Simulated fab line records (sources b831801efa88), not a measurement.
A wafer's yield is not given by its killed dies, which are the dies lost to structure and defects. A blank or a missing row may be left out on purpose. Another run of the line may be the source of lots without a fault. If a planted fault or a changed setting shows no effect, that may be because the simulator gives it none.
fab line records	flow sky130
record: lots: 6	wafers: 18	last-day: 50
route steps=708 shown VIA2@516 METAL3@532 PAD_OPEN@708
lots with no fault: from the same line, run without faults
start-h: hours from the record's first day to the start of the lot's first wafer shown	wait-h: hours since the lot's step before	" unchanged from the row above	L1.1+2: a single row standing in for several wafers	- no value, or no start was given	* or withheld: withheld	< > ~ a bound
route shown NAME@n: NAME is a module with steps in the file, n the number in the route of the first one	usual: mean and standard deviation over wafers with no fault	same: alike in all rows	chamber/n: place in a boat	sites: each site's reading	_std_site: standard deviation across them	_edge_site: the outer-site mean with the inner-site mean subtracted	radius-mm: for every site, how far away it sits from the centre of the wafer	mask NAME#n: copy n	behind: the most recent tool/chamber to have shaped the wafer	hold: the reason the lot was held/the length of the hold in hours/how it ended	device: transistor that didn't switch, given as n, p or np	end of line: tests run on the same wafers once the route is complete	where a step has no rows: the recipe by itself	killed: dies lost to structure and defects at the first sort, not the wafer's yield	map: a wafer's dies, x killed, . not, _ none there
set.NAME: the setting the step ran with; set.NAME@STEP: the setting that earlier step ran with	model.NAME: the simulator's own value behind a step, which no gauge read
a table for each step, a row for each wafer; lots at some steps of the route
services: from which hour (start-h, from the record's first day; less than 0 if before it) a tool's chamber was out of use, for how many hours, and why
== steps ==
step: SKY_VIA2_EXPOSE_09
recipe: mask-id: VIM2	na: 0.8	source-shape: annular	sigma-inner: 0.55	sigma-outer: 0.85	target-cd-nm: 200	dose-mj: 38
step: SKY_VIA2_PEB_10
recipe: peb-temp-c: withheld	peb-time-s: withheld	resist: KrF-thick
step: SKY_VIA2_DEVELOP_11
recipe: develop-time-s: 60	resist: KrF-thick	dev-temp-c: 21
step: SKY_VIA2_CD_MEAS_12
recipe: target-cd-nm: 200
usual: cd-nm: 200.3/1.6
lot.wafer	tool	chamber	start-h	wait-h	cd-nm
L857.1	cd-sem-01	-	866.86	-	202.7
L857.2	"	-	"	"	200.9
L857.5	"	-	"	"	201.9
L864.2	cd-sem-01	-	912.53	-	198.8
L864.3	"	-	"	"	197.4
L864.6	"	-	"	"	197.3
L872.2	cd-sem-02	-	962.81	-	199.2
L872.3	"	-	"	"	199.9
L872.4	"	-	"	"	198.6
L871.2	cd-sem-01	-	967.63	-	200.1
L871.4	"	-	"	"	200.9
L871.5	"	-	"	"	200.2
L874.2	cd-sem-02	-	977.38	-	201.3
L874.3	"	-	"	"	201.1
L874.4	"	-	"	"	202.6
L877.1	cd-sem-01	-	996.87	-	196.2
L877.3	"	-	"	"	197.8
L877.6	"	-	"	"	198.4
step: SKY_VIA2_OVL_MEAS_13
usual: VIA2_OVL: 1/5.6
lot.wafer	tool	chamber	start-h	wait-h	VIA2_OVL[nm]
L857.1	overlay-02	-	866.98	0.1	-5
L857.2	"	-	"	"	-5
L857.5	"	-	"	"	5
L864.2	overlay-01	-	912.64	0.1	2
L864.3	"	-	"	"	1
L864.6	"	-	"	"	0
L872.2	overlay-02	-	962.92	0.1	-2
L872.3	"	-	"	"	0
L872.4	"	-	"	"	8
L871.2	overlay-02	-	967.74	0.1	-9
L871.4	"	-	"	"	-8
L871.5	"	-	"	"	-7
L874.2	overlay-01	-	977.49	0.1	-1
L874.3	"	-	"	"	7
L874.4	"	-	"	"	0
L877.1	overlay-01	-	996.99	0.1	-3
L877.3	"	-	"	"	-9
L877.6	"	-	"	"	-5
step: SKY_VIA2_ETCH_14
recipe: chemistry: N2/H2	target: BARC	ion-energy-ev: 200	source-w: 500	bias-w: 100	pressure-mtorr: 30	n2-flow-sccm: 100	h2-flow-sccm: 200	stop-on: SiO2	time-s: 45.9	target-depth-a: 600
usual: drypump-motor-current-A: 5.9/0.45	oes-product-au: 0.854/0.0042	throttle-valve-pct: 13.225/0.0086
lot.wafer	tool	chamber	start-h	wait-h	drypump-motor-current-A	oes-product-au	rf-hours-counter-h	throttle-valve-pct
L857.1	rie-diel-03	0	867.02	0.0	6.4	0.856	18	13.241
L857.2	"	3	"	"	5.8	0.853	17	13.197
L857.5	"	2	"	"	6.3	0.856	-	13.226
L864.2	rie-diel-04	2	912.67	0.0	5.7	0.854	15	13.211
L864.3	"	1	"	"	6.5	0.854	8	13.245
L864.6	"	0	"	"	6.4	0.847	-	13.226
L872.2	rie-diel-04	3	962.95	0.0	5.2	0.859	12	13.226
L872.3	"	1	"	"	6.5	0.854	10	13.219
L872.4	"	0	"	"	6.4	0.850	13	13.236
L871.2	rie-diel-04	2	967.77	0.0	5.7	0.847	17	13.223
L871.4	"	3	"	"	5.2	0.862	12	13.235
L871.5	"	1	"	"	6.4	0.844	-	13.228
L874.2	rie-diel-03	1	977.52	0.0	5.2	0.859	16	13.218
L874.3	"	3	"	"	5.7	0.847	21	13.225
L874.4	"	0	"	"	6.4	0.855	21	13.231
L877.1	rie-diel-03	0	997.03	0.0	6.4	0.855	22	13.212
L877.3	"	3	"	"	5.7	0.858	21	13.228
L877.6	"	1	"	"	5.2	0.851	-	13.211
step: SKY_VIA2_ETCH_15
recipe: target: SiO2	chemistry: C4F8/O2/Ar	target-depth-nm: 546	stop-on: TiN	mask-material: KrF-thick	source-w: 1500	bias-w: 1200	pressure-mtorr: 40	c4f8-flow-sccm: withheld	O2_flow_sccm: 6	Ar_flow_sccm: 300	time-s: 84
usual: oes-product-au: 0.940/0.0047
lot.wafer	tool	chamber	start-h	wait-h	oes-product-au	rf-hours-counter-h
L857.1	rie-diel-03	0	867.06	0.0	0.939	18
L857.2	"	3	"	"	0.940	17
L857.5	"	2	"	"	0.928	-
L864.2	rie-diel-04	2	912.71	0.0	0.937	15
L864.3	"	1	"	"	0.943	8
L864.6	"	0	"	"	0.939	-
L872.2	rie-diel-04	3	962.99	0.0	0.940	12
L872.3	"	1	"	"	0.939	10
L872.4	"	0	"	"	0.947	13
L871.2	rie-diel-04	2	967.81	0.0	0.943	17
L871.4	"	3	"	"	0.941	12
L871.5	"	1	"	"	0.931	-
L874.2	rie-diel-03	1	977.56	0.0	0.948	16
L874.3	"	3	"	"	0.941	21
L874.4	"	0	"	"	0.940	21
L877.1	rie-diel-03	0	997.07	0.0	0.938	22
L877.3	"	3	"	"	0.948	21
L877.6	"	1	"	"	0.945	-
step: SKY_VIA2_STRIP_16
recipe: chemistry: O2/N2	power-w: 1400	pressure-mtorr: 1500	platen-temp-c: withheld	o2-flow-sccm: 3000	n2-flow-sccm: 300	overash-fraction: 0.5
usual: drypump-motor-current-A: 5.9/0.3	o2-flow-sccm: 2999/9.6	oes-product-au: 0.398/0.005	strip-time-to-endpoint-s: 4.042/0.025
lot.wafer	tool	chamber	start-h	wait-h	drypump-motor-current-A	o2-flow-sccm	oes-product-au	rf-hours-counter-h	strip-time-to-endpoint-s
L857.1	plasma-asher-03	1	867.12	0.0	5.3	2994	0.393	12	4.005
L857.2	"	0	"	"	6.0	3007	0.398	12	4.033
L857.5	"	1	"	"	5.3	2989	0.409	-	4.041
L864.2	plasma-asher-01	1	912.77	0.0	6.2	3005	0.390	49	4.044
L864.3	"	0	"	"	5.9	2997	0.387	-	4.028
L864.6	"	0	"	"	5.9	2998	0.404	-	4.076
L872.2	plasma-asher-03	1	963.05	0.0	5.3	2992	0.399	21	4.026
L872.3	"	0	"	"	6.1	2999	0.396	-	4.024
L872.4	"	1	"	"	5.3	2980	0.402	-	4.061
L871.2	plasma-asher-01	1	967.87	0.0	6.2	3006	0.404	55	4.017
L871.4	"	1	"	"	6.2	3003	0.399	-	4.042
L871.5	"	0	"	"	5.9	2994	0.392	-	4.030
L874.2	plasma-asher-02	0	977.62	0.0	5.9	3027	0.397	85	4.029
L874.3	"	1	"	"	5.8	3009	0.404	-	4.051
L874.4	"	0	"	"	5.8	3001	0.392	-	4.039
L877.1	plasma-asher-02	1	997.13	0.0	5.8	2998	0.393	87	4.034
L877.3	"	1	"	"	5.7	2984	0.401	-	4.053
L877.6	"	0	"	"	5.9	2995	0.406	-	4.077
step: SKY_VIA2_STRIP_17
recipe: chemistry: post-etch-residue-remover	time-s: 1200	temp-c: 72.5
step: SKY_VIA2_CLEAN_18
recipe: chemistry: IPA	time-s: 180	temp-c: 25
step: SKY_VIA2_CLEAN_19
recipe: chemistry: O3/DIW	dry: n2-spin
step: SKY_VIA2_SPUTTER_20
recipe: material: TiN	target-thk-nm: 20	chamber-pressure-pa: 5	power-w: 4000	time-s: 80
usual: throttle-valve-pct: 29.8/1.6
lot.wafer	tool	chamber	start-h	wait-h	throttle-valve-pct
L857.1	pvd-sputter-04	-	867.75	0.0	30.4
L857.2	"	-	"	"	32.1
L857.5	"	-	"	"	26.8
L864.2	pvd-sputter-04	-	913.36	0.0	26.7
L864.3	"	-	"	"	30.2
L864.6	"	-	"	"	27.1
L872.2	pvd-sputter-02	-	963.64	0.0	30.2
L872.3	"	-	"	"	27.8
L872.4	"	-	"	"	31.5
L871.2	pvd-sputter-04	-	968.50	0.0	30.8
L871.4	"	-	"	"	30.3
L871.5	"	-	"	"	26.8
L874.2	pvd-sputter-04	-	978.56	0.0	30.7
L874.3	"	-	"	"	30.4
L874.4	"	-	"	"	26.7
L877.1	pvd-sputter-02	-	997.76	0.0	30.4
L877.3	"	-	"	"	27.9
L877.6	"	-	"	"	31.4
step: SKY_VIA2_CVD_21
recipe: material: W	target-thk-nm: 420	time-s: 126.4	temp-c: 400	pressure-torr: 40
usual: heater-power-w: 915/110
lot.wafer	tool	chamber	start-h	wait-h	heater-power-w	model.W_of_VIA2_CVD_21.thk-nm
L857.1	cvd-w-01	0	867.81	0.0	805	414.2
L857.2	"	1	"	"	1030	429.2
L857.5	"	0	"	"	825	417.9
L864.2	cvd-w-02	0	913.42	0.0	845	425.2
L864.3	"	0	"	"	821	420.4
L864.6	"	1	"	"	1069	420.6
L872.2	cvd-w-01	0	963.70	0.0	762	558.4
L872.3	"	0	"	"	751	426.1
L872.4	"	1	"	"	994	443.4
L871.2	cvd-w-01	1	968.56	0.0	1008	573.8
L871.4	"	0	"	"	772	424.3
L871.5	"	1	"	"	1010	574.9
L874.2	cvd-w-02	0	978.62	0.0	836	410.9
L874.3	"	0	"	"	812	415.3
L874.4	"	1	"	"	1032	416.3
L877.1	cvd-w-02	1	997.82	0.0	1031	422.9
L877.3	"	1	"	"	1009	422.7
L877.6	"	0	"	"	874	412.8
step: SKY_VIA2_RS_MEAS_22
recipe: thk-meas-gauge: four-point-probe	reads: W_of_VIA2_CVD_21+TiN_of_VIA2_SPUTTER_20
usual: VIA2_W_RS: 0.271/0.0053
lot.wafer	tool	chamber	start-h	wait-h	VIA2_W_RS[ohm/sq]
L857.1	film-metro-01	-	867.94	0.1	0.277
L857.2	"	-	"	"	0.267
L857.5	"	-	"	"	0.274
L864.2	film-metro-04	-	913.57	0.1	0.268
L864.3	"	-	"	"	0.272
L864.6	"	-	"	"	0.272
L872.2	film-metro-01	-	963.85	0.1	0.204
L872.3	"	-	"	"	0.268
L872.4	"	-	"	"	0.257
L871.2	film-metro-04	-	968.71	0.1	0.199
L871.4	"	-	"	"	0.269
L871.5	"	-	"	"	0.198
L874.2	film-metro-01	-	978.77	0.1	0.279
L874.3	"	-	"	"	0.276
L874.4	"	-	"	"	0.274
L877.1	film-metro-01	-	997.95	0.1	0.270
L877.3	"	-	"	"	0.271
L877.6	"	-	"	"	0.277
step: SKY_VIA2_THK_MEAS_23
recipe: thk-meas-gauge: xrf	reads: W_of_VIA2_CVD_21
usual: VIA2_W_THK: 426/9
lot.wafer	tool	chamber	start-h	wait-h	VIA2_W_THK[nm]
L857.1	film-metro-01	-	868.06	0.1	416
L857.2	"	-	"	"	436
L857.5	"	-	"	"	420
L864.2	film-metro-04	-	913.68	0.1	429
L864.3	"	-	"	"	425
L864.6	"	-	"	"	426
L872.2	film-metro-01	-	963.96	0.1	562
L872.3	"	-	"	"	426
L872.4	"	-	"	"	444
L871.2	film-metro-04	-	968.82	0.1	-
L871.4	"	-	"	"	435
L871.5	"	-	"	"	-
L874.2	film-metro-01	-	978.88	0.1	414
L874.3	"	-	"	"	418
L874.4	"	-	"	"	418
L877.1	film-metro-01	-	998.07	0.1	429
L877.3	"	-	"	"	432
L877.6	"	-	"	"	418
step: SKY_VIA2_CMP_24
recipe: stop-on: SiO2	t-overpolish-s: 20	down-force-psi: 3.5	platen-rpm: 60	target-thk-nm: 0	pad-velocity-m-s: 0.94248
usual: motor-current-A: 11.6/1.9	retaining-ring-pressure-frac: 1.000/0.005	time-to-endpoint-s: 100/5.5
lot.wafer	tool	chamber	start-h	wait-h	motor-current-A	retaining-ring-pressure-frac	time-to-endpoint-s
L857.2	cmp-02	2	868.22	0.1	10.3	1.004	101
L857.1	"	3	"	"	12.3	1.006	93
L857.5	"	0	"	"	11.0	0.996	95
L864.3	cmp-02	1	913.85	0.1	13.2	0.990	95
L864.2	"	3	"	"	12.7	0.992	94
L864.6	"	1	"	"	12.6	0.998	95
L872.4	cmp-02	2	964.01	0.0	10.0	0.993	108
L872.2	"	3	"	"	12.3	0.997	128
L872.3	"	1	"	"	12.2	1.002	95
L871.2	cmp-01	2	968.87	0.0	15.2	1.003	137
L871.4	"	3	"	"	11.2	1.003	105
L871.5	"	3	"	"	10.4	1.003	145
L874.3	cmp-01	2	978.97	0.1	15.4	0.995	101
L874.4	"	0	"	"	9.6	0.996	99
L874.2	"	1	"	"	9.3	1.005	96
L877.1	cmp-01	2	998.18	0.1	15.7	0.996	101
L877.3	"	3	"	"	11.0	1.001	105
L877.6	"	1	"	"	9.8	1.001	94
step: SKY_METAL3_SPUTTER_00
recipe: material: Ti	target-thk-nm: 15	power-w: 3000	time-s: 10	chamber-pressure-pa: 0.4
usual: throttle-valve-pct: 29.8/1.1
lot.wafer	tool	chamber	start-h	wait-h	throttle-valve-pct
L857.1	pvd-sputter-03	-	868.42	0.1	29.7
L857.2	"	-	"	"	31.2
L857.5	"	-	"	"	29.0
L864.2	pvd-sputter-03	-	914.10	0.1	31.1
L864.3	"	-	"	"	29.2
L864.6	"	-	"	"	31.1
L872.2	pvd-sputter-01	-	964.31	0.2	30.6
L872.3	"	-	"	"	31.1
L872.4	"	-	"	"	29.3
L871.2	pvd-sputter-01	-	969.17	0.2	29.4
L871.4	"	-	"	"	30.5
L871.5	"	-	"	"	30.8
L874.2	pvd-sputter-03	-	979.27	0.1	29.4
L874.3	"	-	"	"	29.2
L874.4	"	-	"	"	29.3
L877.1	pvd-sputter-04	-	998.43	0.2	30.7
L877.3	"	-	"	"	32.0
L877.6	"	-	"	"	32.4
step: SKY_PAD_OPEN_PROBE_99
usual: defect-limited-yield: 82.3/2	killed_at_M0_to_M3: 43/7.3	killed_at_M4_up: 3.1/1.7	killed-at-contacts: 25/5.3	killed-at-front-end: 15/4.3	killed-at-other: 0.2/0.54	killed-dies: 87/10	killed-on-rim: 17/3.9	killed-open: 48/7.6	killed-short: 38/6.1	sort_bin_3_pad_short: 0.9/0.42	sort_bin_5_function: 10.5/1.5	sort_bin_6_memory: 6.3/1.2	sort-n-pass: 405/10	sort-yield-pct: 82.3/2
same: gross-dies: 492	killed-at-back-side: 0	sort_bin_4_leakage[%]: 0	sort_bin_8_speed[%]: 0
lot.wafer	tool	chamber	start-h	wait-h	defect-limited-yield[%]	killed_at_M0_to_M3	killed_at_M4_up	killed-at-contacts	killed-at-front-end	killed-at-other	killed-dies	killed-on-rim	killed-open	killed-short	sort_bin_3_pad_short[%]	sort_bin_5_function[%]	sort_bin_6_memory[%]	sort-n-pass	sort-yield-pct[%]
L864.2	prober-01	-	1127.15	0.1	87.8	28	5	17	10	0	60	13	34	26	0.4	7.7	4.1	432	87.8
L864.3	prober-01	-	1127.20	0.2	83.9	40	2	24	11	2	79	13	39	40	0.8	11.4	3.9	413	83.9
L864.6	prober-01	-	1127.35	0.2	80.1	60	3	20	14	1	98	16	53	45	0.6	12.2	7.1	394	80.1
L872.2	prober-01	-	1169.36	0.1	83.9	42	2	19	16	0	79	15	45	34	0.6	9.8	5.7	413	83.9
L872.3	prober-01	-	1169.41	0.2	81.9	45	3	27	13	1	89	18	52	37	0.8	10.8	6.5	403	81.9
L872.4	prober-01	-	1169.46	0.2	84.3	44	0	20	13	0	77	13	47	30	0.4	9.6	5.7	415	84.3
L877.1	prober-01	-	1192.91	0.1	81.1	43	4	31	15	0	93	12	58	34	1.2	12.4	5.3	399	81.1
L877.3	prober-01	-	1193.01	0.2	82.7	46	5	22	12	0	85	19	47	38	1.2	12.0	4.1	407	82.7
L877.6	prober-01	-	1193.16	0.2	84.3	37	1	29	10	0	77	13	41	36	1.0	8.7	5.9	415	84.3
killed by level:class
L864.2 VIA1:geometric-particle:open=9 CONTACT:geometric-particle:open=7 POLY_GATE:geometric-particle:open=4 METAL2:geometric-particle:short=4 LI_CONTACT:geometric-particle:open=3 LOCAL_INTERCONNECT:geometric-particle:open=3 METAL1:geometric-particle:short=3 VIA3:geometric-particle:open=3
L864.3 VIA1:geometric-particle:open=9 LOCAL_INTERCONNECT:geometric-particle:short=7 LI_CONTACT:geometric-particle:open=5 VIA3:geometric-particle:open=5 VIA3:geometric-particle:short=5 VIA2:geometric-particle:open=5 FIELD_ISO:geometric-particle:open=4 FIELD_ISO:geometric-particle:short=4
L864.6 VIA2:geometric-particle:open=12 METAL2:geometric-particle:short=11 VIA1:geometric-particle:open=10 VIA3:geometric-particle:open=7 CONTACT:geometric-particle:open=7 VIA1:geometric-particle:short=7 LI_CONTACT:geometric-particle:open=6 FIELD_ISO:geometric-particle:short=5
L872.2 VIA1:geometric-particle:open=11 VIA3:geometric-particle:open=7 CONTACT:geometric-particle:short=6 METAL2:geometric-particle:short=6 POLY_GATE:geometric-particle:open=5 CONTACT:geometric-particle:open=5 LI_CONTACT:geometric-particle:open=4 VIA2:geometric-particle:short=4
L872.3 VIA1:geometric-particle:open=12 LI_CONTACT:geometric-particle:open=11 VIA3:geometric-particle:open=11 METAL2:geometric-particle:short=5 FIELD_ISO:geometric-particle:open=4 LOCAL_INTERCONNECT:geometric-particle:short=4 CONTACT:geometric-particle:short=4 CONTACT:geometric-particle:open=4
L872.4 CONTACT:geometric-particle:open=11 METAL2:geometric-particle:short=10 VIA1:geometric-particle:open=9 VIA2:geometric-particle:open=7 VIA3:geometric-particle:open=6 LI_CONTACT:geometric-particle:open=4 VIA1:geometric-particle:short=3 FIELD_ISO:geometric-particle:open=3
L877.1 CONTACT:geometric-particle:open=12 VIA1:geometric-particle:open=11 LI_CONTACT:geometric-particle:open=11 VIA2:geometric-particle:open=7 METAL1:geometric-particle:short=6 POLY_GATE:geometric-particle:open=5 METAL3:geometric-particle:short=5 VIA3:geometric-particle:open=5
L877.3 VIA1:geometric-particle:open=10 CONTACT:geometric-particle:open=8 LI_CONTACT:geometric-particle:open=7 METAL3:geometric-particle:short=6 VIA3:geometric-particle:open=5 POLY_GATE:geometric-particle:open=4 VIA2:geometric-particle:open=4 METAL1:geometric-particle:short=4
L877.6 CONTACT:geometric-particle:open=15 METAL1:geometric-particle:short=7 METAL2:geometric-particle:short=7 VIA1:geometric-particle:open=6 FIELD_ISO:geometric-particle:open=4 LI_CONTACT:geometric-particle:open=4 CONTACT:geometric-particle:short=4 VIA1:geometric-particle:short=4
== services ==
tool	chamber	start-h	hours	kind
rie-diel-04	-	843.61	1.6	repair
plasma-asher-02	-	851.03	0.5	repair
rie-diel-03	1	858.35	1.2	repair
cmp-01	-	860.38	0.3	repair
plasma-asher-02	-	861.75	1.2	repair
rie-diel-04	2	867.99	9.0	repair
rie-diel-03	3	868.54	2.5	repair
pvd-sputter-03	-	869.83	7.2	repair
rie-diel-04	1	873.05	6.6	repair
cvd-w-02	-	880.81	1.6	repair
cmp-01	-	884.03	6.3	pm
rie-diel-04	2	884.98	3.1	repair
cvd-w-01	-	888.48	6.0	pm
cmp-02	-	903.55	0.6	repair
cvd-w-01	-	904.00	14.0	pm
cmp-01	-	912.46	4.0	pm
pvd-sputter-04	-	914.77	0.9	repair
cvd-w-02	-	918.58	2.8	pm
pvd-sputter-04	-	925.15	19.3	repair
cmp-01	-	937.22	11.2	pm
pvd-sputter-03	-	960.10	5.2	repair
cmp-02	-	976.79	14.1	pm
rie-diel-03	-	978.66	2.8	pm
cmp-02	-	990.93	4.3	pm
== key ==
first-sign: step: SKY_VIA2_RS_MEAS_22	reading: VIA2_W_RS	direction: down	sigmas: 13	usual: 0.271	struck: 0.200
effect: step: SKY_VIA2_THK_MEAS_23	reading: VIA2_W_THK	direction: missing
effect: step: SKY_VIA2_CMP_24	reading: time-to-endpoint-s	direction: up	sigmas: 6.6	usual: *	struck: *
model-effect: step: SKY_VIA2_CVD_21	value: W_of_VIA2_CVD_21.thk-nm	without: 433.3	struck: 569
met-at SKY_VIA2_CVD_21
struck-wafers L871.2,L871.5,L872.2
onset-between 867.81 963.70
fault: kind: process-parameter-drift	tool: cvd-w-01	chamber: -	onset-h: 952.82	steps: SKY_VIA2_CVD_21	channel: target-thk-nm	offset: 133.11	shape: step	end-h: 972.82	scope: struck-wafers-only	acts-in: these-recipes-only	stated: 420
